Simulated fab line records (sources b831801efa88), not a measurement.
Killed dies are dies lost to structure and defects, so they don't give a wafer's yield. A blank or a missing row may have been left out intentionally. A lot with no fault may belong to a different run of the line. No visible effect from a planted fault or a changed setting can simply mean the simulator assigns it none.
Comparing a struck lot with a sound one + flow sky130 + 36 steps out of a route of 708
Sound: wafers L469.1, L469.2, L469.3. The struck wafers were L479.1, L479.3, L479.6. At the end, the cause is stated.
At each step with rows: each side's tool, then ch and its chambers, then its first start. Under that, the readings that differ: sound wafers + struck wafers + difference of the means + sigmas: that difference in standard deviations of wafers without a fault.
alike: a reading whose means differ by less than 2 such deviations, as well as words and numbers matching on both sides. not compared: withheld readings; readings where some wafer has no value; bounds like >300 that might hide an equal value; numbers whose values overlap and for which the record gives no deviation.
A row with sigmas, a row that says differs or no value, or rows on one side alone: a step with any of these is where the two part. Numbers that have no deviation but don't overlap get no sigmas and don't part them. A reading missing from all wafers of one side parts the sides only when that side holds two or more wafers.

first, 9 steps without rows for these wafers: SKY_VIA4_ETCH_12 (etches SiO2 in C4F8/O2/Ar, stops on TiN, target depth 580 nm); SKY_VIA4_STRIP_13 (strips in O2/N2); SKY_VIA4_STRIP_14 (strips in post etch residue remover, time 1200 s); SKY_VIA4_CLEAN_15 (cleans in IPA, time 180 s); SKY_VIA4_CLEAN_16 (cleans in O3/DIW); SKY_VIA4_SPUTTER_17 (material TiN, target thk 20 nm, time 80 s); SKY_VIA4_CVD_18 (deposits W, target thk 505 nm, time 152.14 s); SKY_VIA4_CMP_21 (polishes, stops on SiO2, t overpolish 25 s, target thk 0 nm); SKY_METAL5_SPUTTER_00 (material Ti, target thk 15 nm, time 10 s).
SKY_METAL5_SPUTTER_01: material TiN, target thk 20 nm, time 16.7 s.
  sound on pvd-sputter-03, day 45 09:03; struck on pvd-sputter-03, day 47 09:49
  alike: throttle-valve-pct
then, 25 steps without rows for these wafers: SKY_METAL5_SPUTTER_02 (material AlCu, target thk 1150 nm, time 61.2 s); SKY_METAL5_SPUTTER_03 (material Ti, target thk 5 nm, time 3.3 s); SKY_METAL5_SPUTTER_04 (material TiN, target thk 70 nm, time 58.3 s); SKY_METAL5_DEHYDRATE_07 (time 60 s); SKY_METAL5_HMDS_08 (prime time 60 s); SKY_METAL5_COAT_09 (resist thk 1800 nm); SKY_METAL5_SOFTBAKE_10 (time 60 s); SKY_METAL5_EXPOSE_11 (exposes mask MM5, target cd 1600 nm); SKY_METAL5_PEB_12; SKY_METAL5_DEVELOP_13 (develop time 60 s); SKY_METAL5_DESCUM_14 (chemistry O2, time 11 s); SKY_METAL5_METAL_ETCH_15 (etches the open film in Cl2/BCl3, stops on SiO2, target depth 1260 nm, time 252 s); SKY_METAL5_STRIP_16 (strips in O2/N2); SKY_METAL5_STRIP_17 (strips in post etch residue remover, time 1200 s); SKY_METAL5_CLEAN_18 (cleans in IPA, time 180 s); SKY_METAL5_CLEAN_19 (cleans in O3/DIW); SKY_PASSIVATION_CVD_00 (deposits SiO2, target thk 90 nm); SKY_PASSIVATION_CVD_02 (deposits Si3N4, target thk 540 nm); SKY_PASSIVATION_DEHYDRATE_04 (time 60 s); SKY_PASSIVATION_HMDS_05 (prime time 60 s); SKY_PASSIVATION_COAT_06 (resist thk 3000 nm); SKY_PASSIVATION_SOFTBAKE_07; SKY_PASSIVATION_EXPOSE_08 (exposes mask NSM, target cd 3000 nm); SKY_PASSIVATION_PEB_09; SKY_PASSIVATION_DEVELOP_10 (develop time 60 s).
-- the record jumps here: 3 days lie between the struck wafers' starts before and after (it left off in module PASSIVATION and takes up again in module PAD_OPEN, whose first step shown is number 708 of the route) --
SKY_PAD_OPEN_PROBE_99:
  sound on prober-01, day 48 00:20; struck on prober-01, day 49 22:28
| reading                               | sound               | struck           | difference | sigmas |
|---------------------------------------|---------------------|------------------|------------|--------|
| defect-limited-yield (%)              | 84.1 80.1 83.9      | 75.6 80.1 77.2   | -5.1       | -3     |
| killed_at_M4_up                       | 1 2 2               | 46 23 24         | +29        | +16    |
| killed-dies                           | 78 98 79            | 120 98 112       | +25        | +3     |
| sort_bin_3_pad_short (%)              | 0.4 0.8 0.6         | 1.8 1.8 1.2      | +1.0       | +3     |
| sort_bin_5_function (%)               | 10.4 11.8 8.5       | 15.9 12.6 15.7   | +4.5       | +3     |
| sort-n-pass                           | 414 394 413         | 372 394 380      | -25        | -3     |
| sort-yield-pct (%)                    | 84.1 80.1 83.9      | 75.6 80.1 77.2   | -5.1       | -3     |
| model.etest.tester.sort_bin_5_pct (%) | 10.37 11.79 8.537   | 15.85 12.6 15.65 | +4.47      |        |
| model.etest.tester.sort_bin_3_pct (%) | 0.4065 0.813 0.6098 | 1.829 1.829 1.22 | +1.016     |        |
  alike: killed_at_M0_to_M3, killed-at-contacts, killed-at-front-end, killed-at-other, killed-open, killed-short, sort_bin_6_memory
  not compared: model.etest.tester.sort-n-pass, model.etest.tester.sort-yield-pct

== WHERE THEY PART ==
At SKY_PAD_OPEN_PROBE_99 and nowhere else, as far as this record goes.

WHY: what the simulator had put in
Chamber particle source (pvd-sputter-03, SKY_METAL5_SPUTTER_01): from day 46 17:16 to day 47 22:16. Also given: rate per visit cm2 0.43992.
